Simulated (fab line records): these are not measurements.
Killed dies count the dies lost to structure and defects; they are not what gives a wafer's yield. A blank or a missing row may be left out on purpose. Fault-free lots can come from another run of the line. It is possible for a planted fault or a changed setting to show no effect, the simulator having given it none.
Split-lot study    flow gf180mcu    23 wafers read across 5 lots, on a route 602 steps long

THE SPLIT ITSELF
At GF_STI_CVD_23 (deposits SiO2, target thk 650 nm, time 108.3 s), the setting sih4FlowSccm was moved away from the recipe's 60 sccm on 10 of the 23 wafers read, by +6.4% to +14.7%. All remaining wafers had this setting at the recipe value.

The file shows no step between the split and the reading.

THE READING
STI_CVD_23_THK (nm), taken at GF_STI_THK_MEAS_24. Typical for fault-free wafers on this fab line: 652 nm, with standard deviation 5.2 nm.

wafer   tool, chamber at the split  sih4FlowSccm as run, sccm  against the recipe  STI_CVD_23_THK, nm  against lot-mates on the recipe
L076.1  hdpcvd-01, 1                60                         recipe              661                 -
L076.3  hdpcvd-01, 2                60                         recipe              659                 -
L076.4  hdpcvd-01, 2                63.85                      +6.4%               700                 +40
L076.5  hdpcvd-01, 1                63.85                      +6.4%               700                 +40
L076.6  hdpcvd-01, 0                63.85                      +6.4%               698                 +38
L077.1  hdpcvd-02, 1                68.82                      +14.7%              747                 +93
L077.3  hdpcvd-02, 0                60                         recipe              651                 -
L077.4  hdpcvd-02, 0                60                         recipe              656                 -
L077.5  hdpcvd-02, 2                68.82                      +14.7%              742                 +88
L077.6  hdpcvd-02, 1                60                         recipe              655                 -
L079.1  hdpcvd-01, 2                67.7                       +12.8%              732                 +81
L079.2  hdpcvd-01, 1                60                         recipe              651                 -
L079.3  hdpcvd-01, 0                60                         recipe              651                 -
L079.4  hdpcvd-01, 0                67.7                       +12.8%              737                 +86
L079.5  hdpcvd-01, 1                67.7                       +12.8%              731                 +80
L080.1  hdpcvd-02, 2                60                         recipe              654                 -
L080.2  hdpcvd-02, 1                60                         recipe              650                 -
L080.4  hdpcvd-02, 1                60                         recipe              647                 -
L080.5  hdpcvd-02, 2                64.64                      +7.7%               710                 +60
L080.6  hdpcvd-02, 0                64.64                      +7.7%               704                 +54
L082.2  hdpcvd-02, 2                60                         recipe              650                 -
L082.5  hdpcvd-02, 0                60                         recipe              659                 -
L082.6  hdpcvd-02, 2                60                         recipe              652                 -

THE FIT
A straight line over all 23 wafers: STI_CVD_23_THK changes by +6.3 nm for each +1% of sih4FlowSccm; r = +0.99; the points scatter about the line by 4.3 nm.
The same after taking each lot's own level away (the mean of its wafers on the recipe; 23 wafers): +6.36 nm for each +1%; r = +1.00; scatter 3.6 nm.
Per that fit: largest sih4FlowSccm move, reading shift of 93 nm.
The span of the lots' own levels, 650.3 to 660.0 nm, comes to 1.9 times the standard deviation stated above.
Hence the lot-to-lot level has little effect on the slope; both slopes agree.
Check: with one of the wafers moved furthest among these (+14.7%) left out of the fit, the line predicts +93.9 nm for it against its lot-mates. Against them it came out at +93 nm.

FURTHER SPLITS ON THESE WAFERS
These wafers also went through other splits before the reading. Each is held against what the fit with the lots' levels taken away leaves over:
other split on the same wafers  wafers away from the commonest value  r with STI_CVD_23_THK (lot level and that fit taken away)
GF_STI_COAT_07 resistThkNm      11                                    -0.18
GF_STI_ETCH_14 timeS            7                                     -0.04

THE WHOLE CHAIN: every reading that the file lists as answering this split, in the file's order
step                what it does                                    reading                                                                    change (the file's fit)               r (the file's)
GF_STI_CVD_23       deposits SiO2, target thk 650 nm, time 108.3 s  SiO2_of_STI_CVD_23.thkNm (the simulator's own value, which no gauge read)  +6.38 nm for each +1% of the setting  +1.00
GF_STI_THK_MEAS_24                                                  STI_CVD_23_THK                                                             +6.4 for each +1% of the setting      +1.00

FILE'S OWN FIT
STI_CVD_23_THK changes by +6.4 nm for each +1% of sih4FlowSccm, r = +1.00.
